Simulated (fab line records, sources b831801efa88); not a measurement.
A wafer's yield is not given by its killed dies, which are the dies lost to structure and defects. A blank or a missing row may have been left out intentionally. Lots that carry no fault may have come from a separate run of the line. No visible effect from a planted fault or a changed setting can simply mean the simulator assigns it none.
The tool behind it: which one? -- flow gf180mcu -- 13 lots, 39 wafers sampled, at 3 steps of a route of 602

## WHAT THE GAUGES READ, wafer by wafer
GF_VT_IMPLANT_OVL_MEAS_07. Usual: VT_IMPLANT_OVL gives -0.6 nm (standard deviation 1.5).
lot,measured,on,VT_IMPLANT_OVL (nm),flag
L853,day 5 22:42,overlay-01,-2.2 -3.2 -2.2,
L854,day 6 04:50,overlay-02,-1.9 0.8 0.4,
L855,day 6 08:18,overlay-02,0.1 0.5 -0.6,
L859,day 7 10:30,overlay-02,0.9 -0.2 0.8,
L861,day 7 23:59,overlay-02,-4.0 -3.5 -3.7,
L862,day 8 06:35,overlay-01,-1.9 0.4 0.7,
L863,day 8 11:19,overlay-02,-3.9 -1.7 -1.8,
L867,day 9 12:05,overlay-02,-2.3 -1.1 -2.2,
L871,day 10 10:52,overlay-01,-0.4 -0.3 -0.9,
L872,day 10 16:53,overlay-01,-1.2 1.1 -1.1,
L873,day 11 01:02,overlay-02,2.1 0.8 2.3,
L874,day 11 09:05,overlay-01,-0.5 0.1 0.9,
L875,day 11 16:08,overlay-01,-1.2 -1.5 -1.2,

GF_VT_IMPLANT_RS_MEAS_49: measurement is done with a four-point probe. Usual: MVPSD_RS gives 1168 ohm/sq (standard deviation 3.1).
lot,measured,on,MVPSD_RS (ohm/sq),flag
L853,day 7 22:30,film-metro-02,1166 1170 1167,
L854,day 8 04:24,film-metro-03,1172 1173 1172,
L855,day 8 09:43,film-metro-01,1169 1168 1165,
L859,day 9 13:50,film-metro-01,1165 1165 1168,
L861,day 10 04:24,film-metro-01,1167 1166 1168,
L862,day 10 10:55,film-metro-03,1167 1168 1166,
L863,day 10 16:33,film-metro-02,1171 1171 1173,
L867,day 11 19:57,film-metro-01,1166 1166 1169,
L871,day 12 20:08,film-metro-03,1165 1166 1167,
L872,day 13 02:47,film-metro-03,1118 1116 1119,OFF
L873,day 13 12:33,film-metro-02,1166 1169 1168,
L874,day 13 21:29,film-metro-03,1116 1113 1111,OFF
L875,day 14 05:21,film-metro-01,1165 1165 1166,

## WHAT TOOL EACH LOT RAN ON (gives the tool, then ch and the chambers of the sampled wafers, and finally the start)
lot,GF_MVPSD_IMPLANT_08
L853,"implanter-04 ch 0, day 5 08:17"
L854,"implanter-04 ch 0, day 5 13:59"
L855,"implanter-03 ch 0, day 5 17:31"
L859,"implanter-02 ch 0, day 6 18:47"
L861,"implanter-02 ch 0, day 7 07:38"
L862,"implanter-03 ch 0, day 7 14:43"
L863,"implanter-03 ch 0, day 7 18:25"
L867,"implanter-02 ch 0, day 8 18:11"
L871,"implanter-04 ch 0, day 9 17:38"
L872,"implanter-02 ch 0, day 9 23:23"
L873,"implanter-04 ch 0, day 10 06:50"
L874,"implanter-02 ch 0, day 10 14:07"
L875,"implanter-03 ch 0, day 10 21:32"
- GF_MVPSD_IMPLANT_08

## WHAT THE TOOLS THEMSELVES READ (means of the sampled wafers that have a number; where no wafer has one, the mark that the record gives instead)
GF_MVPSD_IMPLANT_08. Usual: dose-ions-cm2 1.5002e+13, standard deviation 1.5e+10; faraday-current-uA 84.5, standard deviation 1.7.
lot,tool,dose-ions-cm2,faraday-current-uA,flag
L853,implanter-04,1.5000e+13,85.7,
L854,implanter-04,1.5010e+13,84.2,
L855,implanter-03,1.5022e+13,84.7,
L859,implanter-02,1.4999e+13,86.2,
L861,implanter-02,1.5017e+13,84.4,
L862,implanter-03,1.5008e+13,83.5,
L863,implanter-03,1.4988e+13,85.3,
L867,implanter-02,1.5000e+13,83.3,
L871,implanter-04,1.5002e+13,82.6,
L872,implanter-02,1.6480e+13,92.4,OFF
L873,implanter-04,1.4992e+13,84.1,
L874,implanter-02,1.6510e+13,94.4,OFF
L875,implanter-03,1.5007e+13,81.7,

## THE ANSWER, worked out from the rows above alone
Rule: a lot is off if the mean of its wafers that have a number lies more than 3 standard deviations from the usual mean. Also off: a lot with no number at a reading for which 4 or more lots have one. Any other lot the step has rows for is counted as sound. Order of review: gauges by route order, followed by the tools' own readings, for which a lot's mean as printed above is used. The first step at which some lot is off is used, and at that step the reading that is off furthest; a lot without a number counts as furthest.
Off: L872, L874, at GF_VT_IMPLANT_RS_MEAS_49 (MVPSD_RS).
A tool fits if, at a process step before that reading, it ran every lot that is off, and no sound lot after the first of them. Not tried: the gauges at GF_VT_IMPLANT_RS_MEAS_49; whatever is off there is also off at GF_MVPSD_IMPLANT_08, on other tools, and gauge error can't account for it. One candidate fits, namely implanter-02 at GF_MVPSD_IMPLANT_08. A fault onset in the window from L867 (day 8 18:11, its last sound lot) to L872 (day 9 23:23, its first lot off) fits.
The tool's own readings at GF_MVPSD_IMPLANT_08 bear it out: on the lots that are off they differ by more than 5 times the standard deviation of the sound lots' means. dose-ions-cm2 reads 1.6495e+13 there against 1.5004e+13 on the sound lots; faraday-current-uA reads 93.4 there against 84.2 on the sound lots.

## WHAT THE SIMULATOR PUT IN
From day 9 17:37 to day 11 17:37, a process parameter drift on implanter-02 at GF_MVPSD_IMPLANT_08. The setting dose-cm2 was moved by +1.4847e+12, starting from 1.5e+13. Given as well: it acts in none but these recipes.
Shown lots that were struck: L872, L874. This agrees with what the rule above found.
